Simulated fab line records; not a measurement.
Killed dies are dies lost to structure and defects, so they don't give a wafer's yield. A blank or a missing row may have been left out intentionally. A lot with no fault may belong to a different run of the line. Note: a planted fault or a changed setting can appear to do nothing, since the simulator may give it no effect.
fab line records	flow gf180mcu
record lots=14	wafers=42	lastDay=34
route steps=602 shown HV_LDD@211 CONTACT@312 M1@318
lots that met no fault: from a run of the same line without faults
startH: hours from the record's first day to the start of the lot's first wafer shown	waitH: time in hours since the lot's previous step	" unchanged from the row above	L1.1+2: several wafers, shown together as one row	- value missing, or start not given	* or withheld: withheld	< > ~ a bound
route shown NAME@n: NAME is a module with steps in the file, n the number in the route of the first one	usual: mean/standard deviation taken from wafers without a fault	same: alike in all rows	chamber/n: place in a boat	sites: each site's reading	_std_site: the values' standard deviation	_edge_site: inner sites' mean taken away from outer sites' mean	radiusMm: for every site, how far away it sits from the centre of the wafer	mask NAME#n: copy n	behind: tool/chamber where the wafer was last shaped	hold: why the lot was held/for how many hours/how that ended	device: the n, p or np transistor that did not switch	end of line: tests of these same wafers at the route's end	step lacking rows: just its recipe	killed: not the wafer's yield, but the dies lost to structure and defects at the first sort	map: shows each die of a wafer: x if killed, . if not, _ if none is there
set.NAME: the setting as run; set.NAME@STEP: as run at that earlier step	model.NAME: the simulator's own value behind a step, which no gauge read
one table for each step of the route and one row for each wafer, over a sample of lots
services: the hour from which a tool's chamber was out of use, counted from the record's first day as startH (under 0 if before that day), plus the number of hours and why
## steps
# step GF_HV_LDD_IMPLANT_35
# recipe species=P	energyKev=60	doseCm2=7.5e+12	tiltDeg=30	rotationDeg=180
# usual beamEnergyKeV=60.001/0.019	beamOnS=9.99/0.2
lot.wafer	tool	chamber	startH	waitH	beamEnergyKeV	beamOnS
L720.2	implanter-04	0	272.63	0.1	60.041	9.90
L720.4	"	0	"	"	60.001	9.80
L720.5	"	0	"	"	60.035	10.01
L721.1	implanter-01	0	276.86	0.1	60.013	10.05
L721.4	"	0	"	"	59.992	10.18
L721.6	"	0	"	"	59.996	9.66
L723.2	implanter-01	0	290.82	0.1	60.005	9.91
L723.3	"	0	"	"	59.989	9.97
L723.6	"	0	"	"	60.000	9.96
L724.3	implanter-01	0	304.80	0.1	59.984	10.08
L724.5	"	0	"	"	60.023	10.05
L724.6	"	0	"	"	59.993	10.07
L725.1	implanter-01	0	313.04	0.1	59.997	10.28
L725.3	"	0	"	"	60.012	10.01
L725.5	"	0	"	"	60.023	10.26
L726.1	implanter-02	0	326.36	0.1	60.012	10.02
L726.2	"	0	"	"	59.997	10.24
L726.6	"	0	"	"	60.025	10.48
L727.2	implanter-02	0	331.52	0.1	59.999	10.31
L727.4	"	0	"	"	60.017	9.90
L727.5	"	0	"	"	60.038	9.85
L728.3	implanter-01	-	338.10	0.1	-	-
L728.4	"	-	"	"	-	-
L728.6	"	-	"	"	-	-
L729.2	implanter-01	-	353.91	0.1	-	-
L729.3	"	-	"	"	-	-
L729.5	"	-	"	"	-	-
L733.2	implanter-01	0	380.04	0.1	60.010	9.98
L733.4	"	0	"	"	60.020	10.08
L733.6	"	0	"	"	60.019	10.16
L738.2	implanter-02	0	418.86	0.1	60.003	9.89
L738.5	"	0	"	"	60.018	10.10
L738.6	"	0	"	"	60.013	9.87
L739.2	implanter-04	0	425.71	0.1	59.974	9.99
L739.4	"	0	"	"	59.992	9.90
L739.6	"	0	"	"	60.009	9.96
L740.3	implanter-04	0	438.26	0.1	60.022	10.46
L740.4	"	0	"	"	60.017	9.93
L740.5	"	0	"	"	60.055	9.97
L741.1	implanter-04	0	442.85	0.1	60.021	10.02
L741.4	"	0	"	"	59.987	9.80
L741.5	"	0	"	"	60.010	9.93
# step GF_HV_LDD_TW_MEAS_38
# usual HV_LDD_3_TW=1430/13
lot.wafer	tool	chamber	startH	waitH	HV_LDD_3_TW
L720.2	filmMetro-03	-	273.01	0.1	1428
L720.4	"	-	"	"	1425
L720.5	"	-	"	"	1424
L721.1	filmMetro-03	-	277.26	0.1	1429
L721.4	"	-	"	"	1424
L721.6	"	-	"	"	1430
L723.2	filmMetro-02	-	291.20	0.1	1434
L723.3	"	-	"	"	1436
L723.6	"	-	"	"	1436
L724.3	filmMetro-02	-	305.17	0.1	1438
L724.5	"	-	"	"	1436
L724.6	"	-	"	"	1444
L725.1	filmMetro-02	-	313.44	0.1	1440
L725.3	"	-	"	"	1436
L725.5	"	-	"	"	1434
L726.1	filmMetro-03	-	326.76	0.1	1421
L726.2	"	-	"	"	1419
L726.6	"	-	"	"	1418
L727.2	filmMetro-02	-	331.91	0.1	1443
L727.4	"	-	"	"	1441
L727.5	"	-	"	"	1438
L728.3	filmMetro-03	-	338.47	0.1	1286
L728.4	"	-	"	"	1285
L728.6	"	-	"	"	1294
L729.2	filmMetro-02	-	354.30	0.1	1315
L729.3	"	-	"	"	1318
L729.5	"	-	"	"	1316
L733.2	filmMetro-03	-	380.42	0.1	1412
L733.4	"	-	"	"	1411
L733.6	"	-	"	"	1411
L738.2	filmMetro-01	-	419.25	0.1	1434
L738.5	"	-	"	"	1430
L738.6	"	-	"	"	1433
L739.2	filmMetro-03	-	426.10	0.1	1416
L739.4	"	-	"	"	1407
L739.6	"	-	"	"	1419
L740.3	filmMetro-01	-	438.63	0.1	1442
L740.4	"	-	"	"	1437
L740.5	"	-	"	"	1440
L741.1	filmMetro-03	-	443.25	0.1	1422
L741.4	"	-	"	"	1413
L741.5	"	-	"	"	1422
# step GF_HV_LDD_RTA_52
# recipe tempC=1000	timeS=10	ambient=N2
# usual lampPowerPct=29.7/0.81	wafer_temp_C_max=1005.3/1.4
# same timeS=10
lot.wafer	tool	chamber	startH	waitH	lampPowerPct	wafer_temp_C_max
L720.2	rtpAnneal-01	0	293.43	0.0	29.0	1005.8
L720.4	"	0	"	"	29.0	1004.5
L720.5	"	0	"	"	29.0	1006.0
L721.1	rtpAnneal-02	0	297.17	0.0	30.7	1004.4
L721.4	"	0	"	"	30.7	1004.4
L721.6	"	0	"	"	30.6	1004.0
L723.2	rtpAnneal-01	0	312.18	0.0	29.0	1006.6
L723.3	"	0	"	"	29.0	1006.1
L723.6	"	0	"	"	29.0	1006.4
L724.3	rtpAnneal-02	0	327.04	0.0	30.7	1003.3
L724.5	"	0	"	"	30.7	1004.9
L724.6	"	0	"	"	30.7	1002.2
L725.1	rtpAnneal-01	0	334.76	0.0	29.0	1006.4
L725.3	"	0	"	"	29.1	1006.4
L725.5	"	0	"	"	29.0	1005.7
L726.1	rtpAnneal-01	0	348.65	0.0	29.0	1004.1
L726.2	"	0	"	"	29.0	1007.1
L726.6	"	0	"	"	29.0	1006.9
L727.2	rtpAnneal-02	0	354.62	0.0	30.7	1004.7
L727.4	"	0	"	"	30.7	1006.1
L727.5	"	0	"	"	30.7	1004.5
L728.3	rtpAnneal-01	0	361.22	0.0	29.0	1006.0
L728.4	"	0	"	"	29.0	1006.1
L728.6	"	0	"	"	29.1	1005.5
L729.2	rtpAnneal-01	0	377.18	0.0	29.0	1006.2
L729.3	"	0	"	"	29.0	1005.4
L729.5	"	0	"	"	29.0	1006.5
L733.2	rtpAnneal-02	0	404.36	0.0	30.7	1003.2
L733.4	"	0	"	"	30.7	1003.1
L733.6	"	0	"	"	30.6	1004.0
L738.2	rtpAnneal-02	0	443.63	0.0	30.7	1004.1
L738.5	"	0	"	"	30.7	1003.5
L738.6	"	0	"	"	30.7	1002.9
L739.2	rtpAnneal-02	0	450.78	0.0	30.7	1004.0
L739.4	"	0	"	"	30.7	1004.5
L739.6	"	0	"	"	30.6	1004.5
L740.3	rtpAnneal-01	0	463.22	0.0	29.0	1007.6
L740.4	"	0	"	"	29.0	1007.1
L740.5	"	0	"	"	29.0	1007.8
L741.1	rtpAnneal-01	0	468.32	0.0	29.1	1006.6
L741.4	"	0	"	"	29.0	1007.6
L741.5	"	0	"	"	29.0	1007.0
# step GF_HV_LDD_RS_MEAS_53
# recipe thkMeasGauge=four-point-probe
# usual HV_LDD_RS=417.8/0.94
lot.wafer	tool	chamber	startH	waitH	HV_LDD_RS[ohm/sq]
L720.2	filmMetro-03	-	293.51	0.1	418.2
L720.4	"	-	"	"	417.6
L720.5	"	-	"	"	417.6
L721.1	filmMetro-02	-	297.24	0.1	416.4
L721.4	"	-	"	"	418.3
L721.6	"	-	"	"	418.0
L723.2	filmMetro-03	-	312.26	0.1	418.1
L723.3	"	-	"	"	417.8
L723.6	"	-	"	"	417.2
L724.3	filmMetro-03	-	327.13	0.1	417.3
L724.5	"	-	"	"	417.6
L724.6	"	-	"	"	418.4
L725.1	filmMetro-03	-	334.83	0.1	419.1
L725.3	"	-	"	"	416.9
L725.5	"	-	"	"	417.8
L726.1	filmMetro-02	-	348.72	0.1	418.5
L726.2	"	-	"	"	417.2
L726.6	"	-	"	"	418.6
L727.2	filmMetro-03	-	354.70	0.1	418.2
L727.4	"	-	"	"	419.1
L727.5	"	-	"	"	418.6
L728.3	filmMetro-02	-	361.31	0.1	439.4
L728.4	"	-	"	"	437.9
L728.6	"	-	"	"	438.3
L729.2	filmMetro-02	-	377.26	0.1	438.4
L729.3	"	-	"	"	437.5
L729.5	"	-	"	"	438.4
L733.2	filmMetro-03	-	404.44	0.1	418.2
L733.4	"	-	"	"	417.9
L733.6	"	-	"	"	418.7
L738.2	filmMetro-02	-	443.71	0.1	416.6
L738.5	"	-	"	"	416.1
L738.6	"	-	"	"	416.7
L739.2	filmMetro-02	-	450.86	0.1	418.4
L739.4	"	-	"	"	417.8
L739.6	"	-	"	"	417.8
L740.3	filmMetro-01	-	463.30	0.1	419.3
L740.4	"	-	"	"	419.1
L740.5	"	-	"	"	418.9
L741.1	filmMetro-03	-	468.39	0.1	417.6
L741.4	"	-	"	"	418.2
L741.5	"	-	"	"	416.2
# step GF_CONTACT_RS_MEAS_25
# recipe thkMeasGauge=four-point-probe	reads=W_of_CONTACT_CVD_24+TiN_of_CONTACT_SPUTTER_23+Ti_of_CONTACT_SPUTTER_22
# usual CONTACT_W_RS=0.383/0.0056
lot.wafer	tool	chamber	startH	waitH	CONTACT_W_RS[ohm/sq]
L720.2	filmMetro-03	-	386.48	0.1	0.378
L720.4	"	-	"	"	0.378
L720.5	"	-	"	"	0.376
L721.1	filmMetro-03	-	391.05	0.1	0.371
L721.4	"	-	"	"	0.379
L721.6	"	-	"	"	0.370
L723.2	filmMetro-02	-	407.42	0.1	0.380
L723.3	"	-	"	"	0.385
L723.6	"	-	"	"	0.384
L724.3	filmMetro-02	-	423.39	0.1	0.380
L724.5	"	-	"	"	0.386
L724.6	"	-	"	"	0.380
L725.1	filmMetro-03	-	433.91	0.1	0.386
L725.3	"	-	"	"	0.381
L725.5	"	-	"	"	0.391
L726.1	filmMetro-02	-	447.80	0.2	0.383
L726.2	"	-	"	"	0.386
L726.6	"	-	"	"	0.384
L727.2	filmMetro-01	-	456.19	0.1	0.384
L727.4	"	-	"	"	0.382
L727.5	"	-	"	"	0.384
L733.2	filmMetro-01	-	507.72	0.1	0.371
L733.4	"	-	"	"	0.382
L733.6	"	-	"	"	0.385
L738.2	filmMetro-03	-	544.12	0.1	0.383
L738.5	"	-	"	"	0.383
L738.6	"	-	"	"	0.386
L739.2	filmMetro-03	-	551.10	0.1	0.378
L739.4	"	-	"	"	0.389
L739.6	"	-	"	"	0.383
L740.3	filmMetro-03	-	563.20	0.1	0.387
L740.4	"	-	"	"	0.384
L740.5	"	-	"	"	0.386
L741.1	filmMetro-02	-	566.55	0.1	0.380
L741.4	"	-	"	"	0.380
L741.5	"	-	"	"	0.384
# step GF_M1_SPUTTER_03
# recipe material=Ti	targetThkNm=10	substrateTempC=300	chamberPressurePa=0.3	powerW=3000	timeS=6.7
# usual cathodeDcPowerW=3000.0/0.57	throttleValvePct=29.9/1.1
# same timeS=6.7
lot.wafer	tool	chamber	startH	waitH	cathodeDcPowerW	throttleValvePct
L720.2	pvdSputter-01	-	387.10	0.0	3000.5	29.3
L720.4	"	-	"	"	3000.3	27.9
L720.5	"	-	"	"	2999.9	28.9
L721.1	pvdSputter-02	-	391.69	0.0	2999.8	30.8
L721.4	"	-	"	"	3000.0	31.4
L721.6	"	-	"	"	3000.2	31.4
L723.2	pvdSputter-02	-	408.04	0.0	2999.7	28.7
L723.3	"	-	"	"	3000.1	30.2
L723.6	"	-	"	"	3000.3	28.7
L724.3	pvdSputter-01	-	423.99	0.0	2999.6	29.3
L724.5	"	-	"	"	3001.1	30.3
L724.6	"	-	"	"	2999.5	29.5
L725.1	pvdSputter-02	-	434.55	0.0	2999.5	30.8
L725.3	"	-	"	"	3000.0	31.6
L725.5	"	-	"	"	3001.6	31.4
L726.1	pvdSputter-01	-	448.44	0.0	3000.1	27.6
L726.2	"	-	"	"	3001.3	28.3
L726.6	"	-	"	"	3000.1	27.6
L727.2	pvdSputter-03	-	456.81	0.0	3000.7	29.7
L727.4	"	-	"	"	2999.5	29.8
L727.5	"	-	"	"	3000.2	29.6
L733.2	pvdSputter-01	-	508.34	0.0	3000.5	28.8
L733.4	"	-	"	"	2999.7	29.5
L733.6	"	-	"	"	3000.0	28.5
L738.2	pvdSputter-03	-	544.74	0.0	3000.5	29.7
L738.5	"	-	"	"	2999.5	29.9
L738.6	"	-	"	"	3000.2	29.8
L739.2	pvdSputter-03	-	551.72	0.0	3000.0	29.9
L739.4	"	-	"	"	3000.6	29.6
L739.6	"	-	"	"	3000.8	30.7
L740.3	pvdSputter-01	-	563.80	0.0	3000.4	28.8
L740.4	"	-	"	"	3000.1	29.4
L740.5	"	-	"	"	2999.6	30.3
L741.1	pvdSputter-02	-	567.20	0.0	3000.6	31.2
L741.4	"	-	"	"	3000.3	30.3
L741.5	"	-	"	"	3000.1	31.7
## services
tool	chamber	startH	hours	kind
implanter-04	-	281.43	123.6	pm
pvdSputter-02	-	319.46	6.3	repair
implanter-01	-	323.31	1.0	repair
implanter-01	-	326.32	5.1	pm
implanter-02	-	352.94	3.7	repair
pvdSputter-01	-	397.90	5.5	repair
implanter-02	-	402.21	0.8	repair
implanter-04	-	405.97	1.6	repair
implanter-01	-	409.00	6.2	pm
pvdSputter-01	-	412.35	1.8	repair
pvdSputter-01	1	416.37	-	consumableReplace:kit
pvdSputter-01	1	416.37	18.0	scheduledDown
pvdSputter-01	1	416.37	18.0	ventCycle
implanter-01	-	417.39	1.3	repair
pvdSputter-02	0	419.84	-	consumableReplace:kit
pvdSputter-02	0	419.84	18.0	scheduledDown
pvdSputter-02	0	419.84	18.0	ventCycle
implanter-02	-	522.62	7.9	pm
implanter-01	-	525.06	2.0	repair
implanter-04	-	528.66	5.6	pm
implanter-02	-	530.74	9.9	repair
implanter-04	-	538.86	2.6	repair
implanter-01	-	545.57	1.2	repair
implanter-01	-	553.76	2.0	repair
## key
firstSign step=GF_HV_LDD_IMPLANT_35	reading=toolRecord	direction=missing
effect step=GF_HV_LDD_TW_MEAS_38	reading=HV_LDD_3_TW	direction=down	sigmas=9.7	usual=1430	struck=1302
effect step=GF_HV_LDD_RS_MEAS_53	reading=HV_LDD_RS	direction=up	sigmas=22	usual=417.8	struck=438.3
metAt GF_HV_LDD_IMPLANT_35
struckLots L728,L729
laterRowsLeftOut L728.3,L728.4,L728.6,L729.2,L729.3,L729.5
sortLeftOut L728.3,L728.4,L728.6,L729.2,L729.3,L729.5
testerLeftOut L728,L729
notActingAt GF_HV_LDD_RTA_52,GF_CONTACT_RS_MEAS_25,GF_M1_SPUTTER_03
onsetBetween 313.04 338.10
fault kind=skippedStepWhole	tool=implanter-01	chamber=-	onsetH=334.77	steps=GF_HV_LDD_IMPLANT_35	scope=struckLotsOnly
# testerLeftOut: of these lots the tester's yield and bins aren't shown, on N5 and GAA mostly nor the transistor test; their killed dies are dies lost to structure and defects alone, not to doping, threshold or leakage, so they don't give the yield
# sortLeftOut: the simulated sort isn't trusted on such a fault, so these wafers' sort isn't shown, and their yield isn't known
# laterRowsLeftOut: the simulator's readings of these wafers behind a module that went badly wrong aren't trusted and aren't shown, but for the sort
